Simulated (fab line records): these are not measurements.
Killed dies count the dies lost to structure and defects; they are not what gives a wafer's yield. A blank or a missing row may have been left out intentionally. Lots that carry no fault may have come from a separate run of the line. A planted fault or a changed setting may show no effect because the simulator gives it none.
Code-filled problem report in 8D (eight disciplines) form | flow gf180mcu | the parts of the form that need people (team, actions taken, sign-off) are left out

1. THE ISSUE
Wafers free of any fault read 487.8 ohm/sq (standard deviation 1.2) for NWELL_RS at GF_VT_IMPLANT_RS_MEAS_47, against a mean of 501.2 ohm/sq on 6 wafers of 2 lots. Relative to the usual mean, that is a shift of +11 standard deviations.
The step: measures by four-point-probe.
First seen on wafer L319.1, day 9 18:37, on filmMetro-02. The record has a number at this step for 39 wafers belonging to 13 lots. By rule, "out" or "out of limits" means more than 4 standard deviations away from the usual mean. The other wafers with a number count as sound.

2. WHAT IT IS; WHAT IT IS NOT
question                    | is                         | is not
which readings at this step | NWELL_RS                   | -
which lots                  | L319, L322                 | L314, L315, L316, L317, L318, L321, L328, L329, L331, L332, L333
which wafers of those lots  | all that have a number     | -
read on which gauges        | filmMetro-01, filmMetro-02 | filmMetro-03
when                        | from day 9 18:37           | up to then (15 sound wafers); but 18 sound wafers of L321, L328, L329, L331, L332, L333 came after

3. SUSPECTS, AND WHAT RULES EACH OUT
Counting: a tool at any process step up to the reading remains a suspect when it ran all the lots that are out and ran no sound lot after the first of those.
- the gauge at GF_VT_IMPLANT_RS_MEAS_47 has been ruled out. 2 gauges (filmMetro-01, filmMetro-02) read the wafers that are out.
- implanter-04 at GF_NWELL_IMPLANT_09: ruled out as a lasting fault. The sound lots L332 went through it after L319, its earliest lot that is out (day 5 03:36).
Left after counting: nothing in the record.

4. THE CAUSE (what the simulator had put in)
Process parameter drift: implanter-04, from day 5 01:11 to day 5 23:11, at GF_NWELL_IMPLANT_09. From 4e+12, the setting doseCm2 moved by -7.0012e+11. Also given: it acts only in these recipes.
It was ruled out by counting, in error; the rule expects a fault to strike all lots run on its tool from its start on, and this fault did not.

5. THE CHAIN OF EFFECTS, in route order
One row per reading whose mean, taken over the struck wafers that have a number, lies over 3 standard deviations from the usual. Readings are gone through only where the record gives a usual standard deviation; hours: the median, over the lots, of the time from a lot's start at the first step in this table giving one to that lot's start at this step; sigmas: the change measured in usual standard deviations.
hours | step                     | reading          | usual        | on struck wafers | change     | sigmas
0     | GF_NWELL_IMPLANT_09      | doseIonsCm2      | 4.001e+12    | 3.300e+12        | -7.013e+11 | -99 or more
0     | GF_NWELL_IMPLANT_09      | faradayCurrentUA | 22.5         | 18.7             | -3.8       | -8.6
113   | GF_VT_IMPLANT_RS_MEAS_47 | NWELL_RS         | 487.8 ohm/sq | 501.2            | +13.4      | +11
The process steps in it:
- GF_NWELL_IMPLANT_09
Later steps that measure or inspect, where all struck wafers having a row at the step show a number for every such reading and not one has moved that far: GF_VT_IMPLANT_RS_MEAS_48.

6. WHAT WOULD HAVE CAUGHT IT SOONER
In this record the first reading out of limits at a measuring or inspecting step was taken at day 9 18:37, 113 hours after the fault began at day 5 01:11.
At GF_NWELL_IMPLANT_09, the tool's own readings (doseIonsCm2, faradayCurrentUA) were out on each struck wafer the step has a row for, so an alarm limit on them would have fired on the first such wafer.
